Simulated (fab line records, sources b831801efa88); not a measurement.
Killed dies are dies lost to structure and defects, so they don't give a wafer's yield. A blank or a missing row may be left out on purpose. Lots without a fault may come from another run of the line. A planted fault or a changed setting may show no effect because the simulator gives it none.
fab line records | flow sky130
record lots=6 wafers=18 last_day=49
route steps=708 shown VIA3@585 METAL4@598 PAD_OPEN@708
lots that met no fault: from a run of the same line without faults
start_h: hours from the record's first day to the start of the lot's first wafer shown | wait_h: hours since the lot's step before | " the same as in the row above | L1.1+2: a row that stands for several wafers | - no value, or no start given | * or withheld: withheld | < > ~ a bound
route shown NAME@n: a module of which the file shows steps, and the number in the route of the first | usual: mean/standard deviation of fault-free wafers | same: alike in all rows | chamber/n: place in a boat | sites: the reading at each site | _std_site: their standard deviation | _edge_site: outer sites' mean less inner sites' | radius_mm: how far each site lies from the wafer's centre | mask NAME#n: copy n | behind: the tool/chamber that last shaped the wafer | hold: why the lot was held/for how many hours/how that ended | device: the transistor (n, p or np) that didn't switch | end of line: the same wafers' tests at the end of the route | a step without rows: its recipe alone | killed: dies lost to structure and defects at the first sort, not the wafer's yield | map: a wafer's dies, x killed, . not, _ none there
set.NAME: the setting as run; set.NAME@STEP: as run at that earlier step | model.NAME: the simulator's own value behind a step, which no gauge read
lots at some steps of the route; a table a step, a row a wafer
services: from which hour (start_h, from the record's first day; less than 0 if before it) a tool's chamber was out of use, for how many hours, and why
## steps
# step SKY_VIA3_CD_MEAS_12
# recipe target_cd_nm=200
# usual cd_nm=200.2/1.2
# columns lot.wafer tool chamber start_h wait_h cd_nm
L304.2 cd_sem-01 - 929.60 - 199.2
L304.4 " - " " 200.3
L304.5 " - " " 200.2
L307.2 cd_sem-01 - 962.96 - 198.3
L307.4 " - " " 198.4
L307.5 " - " " 198.9
L310.3 cd_sem-02 - 991.31 - 199.0
L310.4 " - " " 200.5
L310.5 " - " " 200.1
L313.1 cd_sem-02 - 1003.93 - 199.1
L313.2 " - " " 199.8
L313.3 " - " " 199.2
L314.2 cd_sem-02 - 1010.65 - 200.8
L314.4 " - " " 199.9
L314.5 " - " " 199.3
L321.1 cd_sem-01 - 1057.24 - 203.1
L321.5 " - " " 201.9
L321.6 " - " " 201.7
# step SKY_VIA3_OVL_MEAS_13
# usual VIA3_OVL=-3/5
# columns lot.wafer tool chamber start_h wait_h VIA3_OVL[nm]
L304.2 overlay-02 - 929.70 0.1 -2
L304.4 " - " " -6
L304.5 " - " " -8
L307.2 overlay-02 - 963.07 0.1 -4
L307.4 " - " " -7
L307.5 " - " " -6
L310.3 overlay-02 - 991.40 0.1 -9
L310.4 " - " " -4
L310.5 " - " " -7
L313.1 overlay-01 - 1004.05 0.1 -2
L313.2 " - " " -1
L313.3 " - " " 2
L314.2 overlay-02 - 1010.76 0.1 -1
L314.4 " - " " -3
L314.5 " - " " -5
L321.1 overlay-01 - 1057.36 0.1 -4
L321.5 " - " " 4
L321.6 " - " " -4
# step SKY_VIA3_ETCH_14
# recipe chemistry=N2/H2 target=BARC ion_energy_ev=200 source_w=500 bias_w=100 pressure_mtorr=30 n2_flow_sccm=100 h2_flow_sccm=200 stop_on=SiO2 time_s=45.9 target_depth_a=600
# usual drypump_motor_current_A=5.7/0.55 h2_flow_sccm=200.0/0.57 oes_product_au=0.854/0.0047 throttle_valve_pct=13.225/0.0084
# same time_s=45.9
# columns lot.wafer tool chamber start_h wait_h drypump_motor_current_A h2_flow_sccm oes_product_au rf_hours_counter_h throttle_valve_pct
L304.2 rie_diel-03 3 929.73 0.0 6.2 201.4 0.850 22 13.214
L304.4 " 1 " " 4.9 200.7 0.856 22 13.224
L304.5 " 0 " " 5.5 199.2 0.863 - 13.216
L307.2 rie_diel-01 0 963.10 0.0 6.0 201.0 0.854 16 13.224
L307.4 " 1 " " 6.1 199.4 0.853 8 13.224
L307.5 " 3 " " 6.1 200.1 0.848 - 13.213
L310.3 rie_diel-02 2 991.43 0.0 5.5 199.5 0.860 29 13.236
L310.4 " 3 " " 5.2 199.9 0.845 21 13.218
L310.5 " 0 " " 5.0 199.5 0.857 - 13.237
L313.1 rie_diel-02 1 1004.09 0.0 6.6 199.7 0.855 20 13.223
L313.2 " 0 " " 5.0 200.4 0.855 8 13.234
L313.3 " 2 " " 5.5 200.3 0.856 29 13.206
L314.2 rie_diel-02 0 1010.79 0.0 5.0 198.9 0.857 9 13.241
L314.4 " 1 " " 6.6 199.9 0.854 20 13.226
L314.5 " 2 " " 5.5 199.5 0.852 - 13.253
L321.1 rie_diel-01 2 1057.39 0.0 6.3 199.6 0.842 17 13.232
L321.5 " 0 " " 6.0 199.3 0.850 - 13.225
L321.6 " 1 " " 6.1 200.1 0.857 - 13.227
# step SKY_VIA3_ETCH_15
# recipe target=SiO2 chemistry=C4F8/O2/Ar target_depth_nm=507 stop_on=TiN mask_material=KrF-thick source_w=1500 bias_w=1200 pressure_mtorr=40 c4f8_flow_sccm=withheld O2_flow_sccm=6 Ar_flow_sccm=300 time_s=78
# usual oes_product_au=0.945/0.0046
# same time_s=78
# columns lot.wafer tool chamber start_h wait_h oes_product_au rf_hours_counter_h
L304.2 rie_diel-03 3 929.78 0.0 0.946 22
L304.4 " 1 " " 0.949 22
L304.5 " 0 " " 0.936 -
L307.2 rie_diel-01 0 963.14 0.0 0.945 16
L307.4 " 1 " " 0.947 8
L307.5 " 3 " " 0.942 -
L310.3 rie_diel-02 2 991.47 0.0 0.950 29
L310.4 " 3 " " 0.943 21
L310.5 " 0 " " 0.943 -
L313.1 rie_diel-02 1 1004.13 0.0 0.950 20
L313.2 " 0 " " 0.944 8
L313.3 " 2 " " 0.940 29
L314.2 rie_diel-02 0 1010.83 0.0 0.947 9
L314.4 " 1 " " 0.940 20
L314.5 " 2 " " 0.943 -
L321.1 rie_diel-01 2 1057.43 0.0 0.946 17
L321.5 " 0 " " 0.948 -
L321.6 " 1 " " 0.945 -
# step SKY_VIA3_STRIP_16
# recipe chemistry=O2/N2 power_w=1400 pressure_mtorr=1500 platen_temp_c=withheld o2_flow_sccm=3000 n2_flow_sccm=300 overash_fraction=0.5
# step SKY_VIA3_STRIP_17
# recipe chemistry=post_etch_residue_remover time_s=1200 temp_c=72.5
# step SKY_VIA3_CLEAN_18
# recipe chemistry=IPA time_s=180 temp_c=25
# step SKY_VIA3_CLEAN_19
# recipe chemistry=O3/DIW dry=n2_spin
# step SKY_VIA3_SPUTTER_20
# recipe material=TiN target_thk_nm=20 chamber_pressure_pa=5 power_w=4000 time_s=80
# usual throttle_valve_pct=30.1/0.7
# same time_s=80
# columns lot.wafer tool chamber start_h wait_h throttle_valve_pct
L304.2 pvd_sputter-01 - 930.47 0.0 29.2
L304.4 " - " " 29.4
L304.5 " - " " 31.6
L307.2 pvd_sputter-02 - 963.88 0.0 30.4
L307.4 " - " " 29.6
L307.5 " - " " 29.7
L310.3 pvd_sputter-02 - 992.23 0.0 30.6
L310.4 " - " " 30.1
L310.5 " - " " 30.9
L313.1 pvd_sputter-01 - 1004.78 0.0 31.7
L313.2 " - " " 29.1
L313.3 " - " " 29.3
L314.2 pvd_sputter-04 - 1011.53 0.0 29.8
L314.4 " - " " 31.0
L314.5 " - " " 29.9
L321.1 pvd_sputter-02 - 1058.09 0.0 29.6
L321.5 " - " " 29.7
L321.6 " - " " 30.1
# step SKY_VIA3_CVD_21
# recipe material=W target_thk_nm=390 time_s=117.31 temp_c=400 pressure_torr=40
# usual heater_power_w=893/60
# same time_s=117.31
# columns lot.wafer tool chamber start_h wait_h heater_power_w
L304.2 cvd_w-02 1 930.53 0.0 958
L304.4 " 0 " " 915
L304.5 " 1 " " 933
L307.2 cvd_w-02 1 963.94 0.0 977
L307.4 " 1 " " 949
L307.5 " 0 " " 919
L310.3 cvd_w-01 0 992.33 0.1 864
L310.4 " 1 " " 813
L310.5 " 1 " " 802
L313.1 cvd_w-02 1 1004.84 0.0 966
L313.2 " 0 " " 913
L313.3 " 1 " " 980
L314.2 cvd_w-02 1 1011.59 0.0 966
L314.4 " 0 " " 909
L314.5 " 1 " " 947
L321.1 cvd_w-02 0 1058.16 0.0 936
L321.5 " 0 " " 942
L321.6 " 1 " " 959
# step SKY_VIA3_RS_MEAS_22
# recipe thk_meas_gauge=four-point-probe reads=W_of_VIA3_CVD_21+TiN_of_VIA3_SPUTTER_20
# usual VIA3_W_RS=0.294/0.0037
# columns lot.wafer tool chamber start_h wait_h VIA3_W_RS[ohm/sq]
L304.2 film_metro-02 - 930.68 0.1 0.301
L304.4 " - " " 0.294
L304.5 " - " " 0.297
L307.2 film_metro-04 - 964.08 0.1 0.300
L307.4 " - " " 0.301
L307.5 " - " " 0.295
L310.3 film_metro-02 - 992.45 0.1 0.292
L310.4 " - " " 0.292
L310.5 " - " " 0.292
L313.1 film_metro-04 - 1004.96 0.1 0.298
L313.2 " - " " 0.289
L313.3 " - " " 0.296
L314.2 film_metro-02 - 1011.73 0.1 0.298
L314.4 " - " " 0.291
L314.5 " - " " 0.300
L321.1 film_metro-01 - 1058.29 0.1 0.293
L321.5 " - " " 0.291
L321.6 " - " " 0.297
# step SKY_VIA3_THK_MEAS_23
# recipe thk_meas_gauge=xrf reads=W_of_VIA3_CVD_21
# usual VIA3_W_THK=385/5.4
# columns lot.wafer tool chamber start_h wait_h VIA3_W_THK[nm]
L304.2 film_metro-02 - 930.79 0.1 375
L304.4 " - " " 386
L304.5 " - " " 382
L307.2 film_metro-04 - 964.19 0.1 381
L307.4 " - " " 378
L307.5 " - " " 389
L310.3 film_metro-02 - 992.55 0.1 384
L310.4 " - " " 384
L310.5 " - " " 388
L313.1 film_metro-04 - 1005.08 0.1 385
L313.2 " - " " 395
L313.3 " - " " 386
L314.2 film_metro-02 - 1011.84 0.1 381
L314.4 " - " " 387
L314.5 " - " " 376
L321.1 film_metro-01 - 1058.41 0.1 389
L321.5 " - " " 391
L321.6 " - " " 384
# step SKY_VIA3_CMP_24
# recipe stop_on=SiO2 t_overpolish_s=20 down_force_psi=3.5 platen_rpm=60 target_thk_nm=0 pad_velocity_m_s=0.94248
# usual motor_current_A=10.5/1.2 overpolish_run_s=20.000/0.0089 slurry_flow_ml_min=150.0/0.49 t_overpolish_s=20/0 time_to_endpoint_s=95/4.7
# columns lot.wafer tool chamber start_h wait_h motor_current_A overpolish_run_s slurry_flow_ml_min t_overpolish_s time_to_endpoint_s
L304.4 cmp-02 2 930.94 0.1 12.4 20.011 149.5 20 98
L304.2 " 3 " " 11.4 19.987 149.9 20 97
L304.5 " 0 " " 9.5 20.000 150.2 20 98
L307.2 cmp-02 0 964.47 0.3 9.5 19.996 150.0 20 97
L307.4 " 2 " " 12.2 19.979 150.1 20 92
L307.5 " 0 " " 9.4 20.002 150.3 20 97
L310.3 cmp-01 3 992.86 0.3 10.3 19.997 150.1 20 88
L310.4 " 1 " " 8.5 20.007 150.0 20 91
L310.5 " 3 " " 10.5 19.993 150.5 20 94
L313.2 cmp-02 0 1005.14 0.0 9.5 15.330 149.4 15.342 103
L313.1 " 1 " " 10.5 15.346 149.7 15.342 107
L313.3 " 2 " " 12.9 15.347 150.2 15.342 101
L314.4 cmp-02 2 1011.89 0.0 12.5 15.333 149.7 15.342 94
L314.2 " 1 " " 10.0 15.337 150.1 15.342 102
L314.5 " 2 " " 13.1 15.336 149.5 15.342 96
L321.1 cmp-01 3 1058.52 0.1 11.0 20.021 150.8 20 89
L321.5 " 2 " " 9.4 19.996 150.2 20 97
L321.6 " 3 " " 11.0 20.008 149.7 20 90
# step SKY_METAL4_SPUTTER_00
# recipe material=Ti target_thk_nm=15 power_w=3000 time_s=10 chamber_pressure_pa=0.4
# usual throttle_valve_pct=30.0/0.82
# same time_s=10
# columns lot.wafer tool chamber start_h wait_h throttle_valve_pct
L304.2 pvd_sputter-03 - 931.14 0.1 29.4
L304.4 " - " " 30.3
L304.5 " - " " 29.7
L307.2 pvd_sputter-03 - 964.72 0.2 29.6
L307.4 " - " " 30.1
L307.5 " - " " 30.3
L310.3 pvd_sputter-03 - 993.16 0.2 30.0
L310.4 " - " " 30.7
L310.5 " - " " 29.9
L313.1 pvd_sputter-03 - 1005.44 0.2 30.1
L313.2 " - " " 30.5
L313.3 " - " " 29.5
L314.2 pvd_sputter-01 - 1012.19 0.1 29.4
L314.4 " - " " 30.9
L314.5 " - " " 31.8
L321.1 pvd_sputter-03 - 1058.77 0.2 30.6
L321.5 " - " " 29.7
L321.6 " - " " 29.9
# step SKY_PAD_OPEN_PROBE_99
# usual defect_limited_yield=82.4/1.9 killed_at_M0_to_M3=43/7.1 killed_at_M4_up=3.2/1.7 killed_at_contacts=24/5.6 killed_at_front_end=16/5 killed_at_other=0.4/0.68 killed_dies=86/9.3 killed_open=47/7.1 killed_short=39/5.7 sort_bin_3_pad_short=0.9/0.38 sort_bin_5_function=10.4/1.5 sort_bin_6_memory=6.3/1.3 sort_n_pass=406/9.3 sort_yield_pct=82.4/1.9
# same gross_dies=492 killed_at_back_side=0 sort_bin_4_leakage[%]=0 sort_bin_8_speed[%]=0
# columns lot.wafer tool chamber start_h wait_h defect_limited_yield[%] killed_at_M0_to_M3 killed_at_M4_up killed_at_contacts killed_at_front_end killed_at_other killed_dies killed_open killed_short sort_bin_3_pad_short[%] sort_bin_5_function[%] sort_bin_6_memory[%] sort_n_pass sort_yield_pct[%]
L307.2 prober-01 - 1102.45 0.1 82.3 51 5 15 14 2 87 51 36 1.0 10.4 6.3 405 82.3
L307.4 prober-01 - 1102.55 0.2 83.5 46 0 25 10 0 81 45 35 1.4 9.6 5.5 411 83.5
L307.5 prober-01 - 1102.60 0.2 85.4 40 1 21 10 0 72 36 36 0.4 9.1 5.1 420 85.4
L310.3 prober-02 - 1128.86 0.2 81.3 38 2 34 17 1 92 58 34 0.8 11.8 6.1 400 81.3
L310.4 prober-02 - 1128.91 0.2 82.9 38 2 22 21 1 84 36 47 0.6 7.7 8.7 408 82.9
L310.5 prober-02 - 1128.96 0.2 81.1 54 3 23 13 0 93 51 42 1.2 11.6 6.1 399 81.1
L313.1 prober-01 - 1139.91 0.1 82.7 38 3 27 17 0 85 42 43 0.4 9.8 7.1 407 82.7
L313.2 prober-01 - 1139.96 0.1 84.1 44 4 14 15 1 78 47 31 0.6 8.3 6.9 414 84.1
L313.3 prober-01 - 1140.01 0.2 83.1 42 3 26 11 1 83 41 42 0.8 8.9 7.1 409 83.1
L321.1 prober-01 - 1180.49 0.1 81.3 44 5 34 9 0 92 53 39 0.8 9.1 8.7 400 81.3
L321.5 prober-01 - 1180.69 0.2 81.9 47 3 18 20 1 89 49 40 1.0 12.2 4.9 403 81.9
L321.6 prober-01 - 1180.74 0.2 82.9 51 7 18 8 0 84 43 41 0.6 9.8 6.7 408 82.9
# killed by level:class
L307.2 VIA1:geometric_particle:open=15 VIA2:geometric_particle:open=9 POLY_GATE:geometric_particle:open=6 VIA3:geometric_particle:short=5 CONTACT:geometric_particle:open=5 VIA1:geometric_particle:short=5 LI_CONTACT:geometric_particle:open=4 VIA2:geometric_particle:short=4
L307.4 VIA1:geometric_particle:open=12 LI_CONTACT:geometric_particle:open=9 VIA3:geometric_particle:open=9 VIA2:geometric_particle:open=7 LOCAL_INTERCONNECT:geometric_particle:short=6 CONTACT:geometric_particle:open=6 FIELD_ISO:geometric_particle:short=5 METAL2:geometric_particle:short=5
L307.5 VIA1:geometric_particle:open=11 VIA2:geometric_particle:open=6 CONTACT:geometric_particle:short=5 CONTACT:geometric_particle:open=5 METAL2:geometric_particle:short=5 VIA3:geometric_particle:open=5 VIA1:geometric_particle:short=4 FIELD_ISO:geometric_particle:open=4
L310.3 CONTACT:geometric_particle:open=12 VIA1:geometric_particle:open=9 VIA2:geometric_particle:open=8 LI_CONTACT:geometric_particle:open=7 CONTACT:geometric_particle:short=7 SPACER:geometric_particle:open=5 POLY_GATE:geometric_particle:open=4 METAL1:geometric_particle:short=4
L310.4 CONTACT:geometric_particle:open=9 CONTACT:geometric_particle:short=7 METAL1:geometric_particle:short=7 METAL2:geometric_particle:short=6 SPACER:geometric_particle:short=5 LI_CONTACT:geometric_particle:open=5 VIA1:geometric_particle:short=5 VIA1:geometric_particle:open=5
L310.5 VIA3:geometric_particle:open=11 VIA1:geometric_particle:open=10 CONTACT:geometric_particle:open=8 VIA2:geometric_particle:open=7 METAL2:geometric_particle:short=6 FIELD_ISO:geometric_particle:short=5 VIA1:geometric_particle:short=5 LI_CONTACT:geometric_particle:short=5
L313.1 LI_CONTACT:geometric_particle:open=8 CONTACT:geometric_particle:open=7 METAL2:geometric_particle:short=6 CONTACT:geometric_particle:short=6 VIA1:geometric_particle:open=6 VIA2:geometric_particle:open=6 FIELD_ISO:geometric_particle:open=5 FIELD_ISO:geometric_particle:short=4
L313.2 VIA1:geometric_particle:open=14 VIA1:geometric_particle:short=6 POLY_GATE:geometric_particle:open=5 LI_CONTACT:geometric_particle:open=5 METAL2:geometric_particle:open=5 VIA2:geometric_particle:open=4 METAL1:geometric_particle:short=4 CONTACT:geometric_particle:short=3
L313.3 VIA1:geometric_particle:open=12 CONTACT:geometric_particle:short=8 CONTACT:geometric_particle:open=7 METAL1:geometric_particle:short=6 VIA1:geometric_particle:short=5 FIELD_ISO:geometric_particle:short=4 LI_CONTACT:geometric_particle:short=4 LOCAL_INTERCONNECT:geometric_particle:short=4
L321.1 VIA1:geometric_particle:open=13 CONTACT:geometric_particle:open=12 LI_CONTACT:geometric_particle:open=9 VIA1:geometric_particle:short=7 FIELD_ISO:geometric_particle:open=5 LI_CONTACT:geometric_particle:short=5 CONTACT:geometric_particle:short=5 METAL1:geometric_particle:short=5
L321.5 VIA1:geometric_particle:open=10 CONTACT:geometric_particle:open=9 FIELD_ISO:geometric_particle:short=6 VIA1:geometric_particle:short=6 FIELD_ISO:geometric_particle:open=5 VIA2:geometric_particle:open=5 LI_CONTACT:geometric_particle:open=5 VIA3:geometric_particle:open=5
L321.6 VIA1:geometric_particle:open=14 METAL1:geometric_particle:short=10 CONTACT:geometric_particle:open=10 METAL2:geometric_particle:short=7 VIA1:geometric_particle:short=6 METAL4:geometric_particle:short=5 LI_CONTACT:geometric_particle:open=4 VIA3:geometric_particle:open=4
## services
# columns tool chamber start_h hours kind
cmp-01 - 911.34 2.5 repair
rie_diel-01 3 913.37 9.5 repair
cmp-01 - 913.86 4.0 pm
rie_diel-03 - 915.03 7.1 repair
cmp-02 - 917.86 5.5 pm
cmp-02 - 922.72 5.8 repair
rie_diel-01 2 931.53 2.8 repair
pvd_sputter-03 - 932.08 5.2 repair
rie_diel-02 1 938.41 16.6 repair
cmp-01 - 941.29 1.3 repair
pvd_sputter-01 - 953.33 2.4 repair
pvd_sputter-03 - 958.48 1.5 repair
rie_diel-03 2 960.10 13.6 repair
cmp-01 - 960.65 1.0 repair
cmp-02 - 960.88 1.1 repair
pvd_sputter-03 - 981.05 1.1 repair
rie_diel-01 1 982.66 4.3 repair
pvd_sputter-01 - 986.96 1.9 repair
pvd_sputter-01 - 991.91 1.4 repair
cmp-02 - 992.23 1.6 repair
pvd_sputter-03 - 1017.64 4.7 repair
rie_diel-02 - 1022.74 2.8 pm
rie_diel-02 0 1038.66 22.4 repair
pvd_sputter-03 - 1041.29 4.9 repair
## key
first_sign step=SKY_VIA3_CMP_24 reading=t_overpolish_s direction=down sigmas=99+ usual=20 struck=15.342
effect step=SKY_VIA3_CMP_24 reading=overpolish_run_s direction=down sigmas=99+ usual=20.000 struck=15.338
met_at SKY_VIA3_CMP_24
struck_wafers L313.1,L313.2,L313.3,L314.2,L314.4,L314.5
onset_between 964.47 1005.14
fault kind=process_parameter_drift tool=cmp-02 chamber=- onset_h=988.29 steps=SKY_VIA3_CMP_24 channel=t_overpolish_s offset=-4.6578 shape=step end_h=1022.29 acts_in=these_recipes_only stated=20
